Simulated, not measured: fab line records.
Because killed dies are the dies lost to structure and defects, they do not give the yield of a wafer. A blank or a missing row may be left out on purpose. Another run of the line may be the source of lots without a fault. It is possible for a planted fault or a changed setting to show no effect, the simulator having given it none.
Which tool is to blame? -- flow gf180mcu -- 12 lots, 36 wafers sampled, at 5 steps of a route of 602

WHAT EACH GAUGE READ, for each wafer
GF_V5_THK_MEAS_03.
lot,measured,on,V5_CVD_02_THK (nm)
L076,day 26 21:35,film-metro-01,1433 1456 1452
L077,day 27 16:23,film-metro-03,1451 1460 1478
L079,day 28 07:33,film-metro-04,1455 1467 1479
L080,day 28 19:30,film-metro-03,1466 1464 1484
L083,day 29 10:32,film-metro-04,1436 1447 1473
L085,day 30 01:29,film-metro-03,1479 1490 1479
L087,day 30 11:25,film-metro-01,1441 1463 1455
L089,day 30 23:19,film-metro-04,1443 1446 1491
L091,day 31 14:55,film-metro-03,1450 1458 1465
L093,day 31 19:55,film-metro-04,1430 1463 1464
L095,day 32 06:59,film-metro-03,1433 1418 1440
L097,day 32 20:17,film-metro-01,1422 1448 1453

WHICH TOOL RAN EACH LOT (tool, then ch and the chambers of the sampled wafers, then the start)
lot,GF_V4_CMP_04,GF_V4_SPUTTER_22,GF_V4_CVD_23,GF_V5_CVD_02
L076,"cmp-02 ch 1,2, day 24 01:34","pvd-sputter-04, day 25 00:41","cvd-w-01 ch 0,1, day 25 00:45","pecvd-03 ch 0,1,2, day 26 21:27"
L077,"cmp-02 ch 0,1,3, day 24 22:46","pvd-sputter-03, day 25 20:49","cvd-w-02 ch 0,1, day 25 20:50","pecvd-04 ch 0,1,2, day 27 16:16"
L079,"cmp-02 ch 0,1,3, day 25 15:11","pvd-sputter-01, day 26 13:02","cvd-w-02 ch 0,1, day 26 13:05","pecvd-03 ch 0,2, day 28 07:26"
L080,"cmp-01 ch 0,1,2, day 26 03:49","pvd-sputter-04, day 27 01:10","cvd-w-02 ch 0,1, day 27 01:14","pecvd-03 ch 1,2, day 28 19:22"
L083,"cmp-01 ch 1,2,3, day 26 19:59","pvd-sputter-01, day 27 17:12","cvd-w-01 ch 0,1, day 27 17:14","pecvd-01 ch 0,2, day 29 10:22"
L085,"cmp-01 ch 1,2, day 27 12:31","pvd-sputter-04, day 28 09:41","cvd-w-01 ch 0,1, day 28 09:43","pecvd-01 ch 1,2, day 30 01:22"
L087,"cmp-02 ch 0,1,3, day 27 21:32","pvd-sputter-01, day 28 19:10","cvd-w-01 ch 0,1, day 28 19:13","pecvd-01 ch 0,1,2, day 30 11:18"
L089,"cmp-01 ch 0,1,3, day 28 10:41","pvd-sputter-01, day 29 07:10","cvd-w-01 ch 0,1, day 29 07:13","pecvd-01 ch 0,1, day 30 23:13"
L091,"cmp-01 ch 0,1, day 29 04:38","pvd-sputter-01, day 30 00:46","cvd-w-02 ch 0,1, day 30 00:50","pecvd-04 ch 1,2, day 31 14:47"
L093,"cmp-02 ch 0,1, day 29 09:44","pvd-sputter-04, day 30 05:55","cvd-w-02 ch 0,1, day 30 05:58","pecvd-04 ch 1,2, day 31 19:47"
L095,"cmp-02 ch 0,2,3, day 29 23:04","pvd-sputter-04, day 30 17:52","cvd-w-01 ch 1, day 30 17:55","pecvd-01 ch 0,1,2, day 32 06:52"
L097,"cmp-01 ch 0,1,2, day 30 13:18","pvd-sputter-03, day 31 09:00","cvd-w-02 ch 0,1, day 31 09:02","pecvd-01 ch 1,2, day 32 20:11"
- GF_V4_CMP_04: polishes SiO2.
- GF_V4_SPUTTER_22: material TiN, target thk 10 nm, time 40 s.
- GF_V4_CVD_23: deposits W, target thk 350 nm, time 104.9 s.
- GF_V5_CVD_02: deposits SiO2 from TEOS, target thk 1450 nm, time 163.28 s.

THE ANSWER, worked out from the rows above alone
Rule: what is usual is taken from the lots themselves. The widest of any qualifying gaps counts: lots, ordered by their means at a reading, are off when they make up no more than a third of the lots, leave a main group of 4 or more, and stand apart from it by 3 or more times the standard deviation of that group's means. A main group is skipped when, at the precision printed for the reading in the tables above, its means are all equal. A lot without any number at a reading at which 4 lots or more have one is off too. Any other lot the step has rows for is counted as sound.
Nothing can be told from this: no lot is off at any reading shown.

WHAT WAS PUT IN BY THE SIMULATOR
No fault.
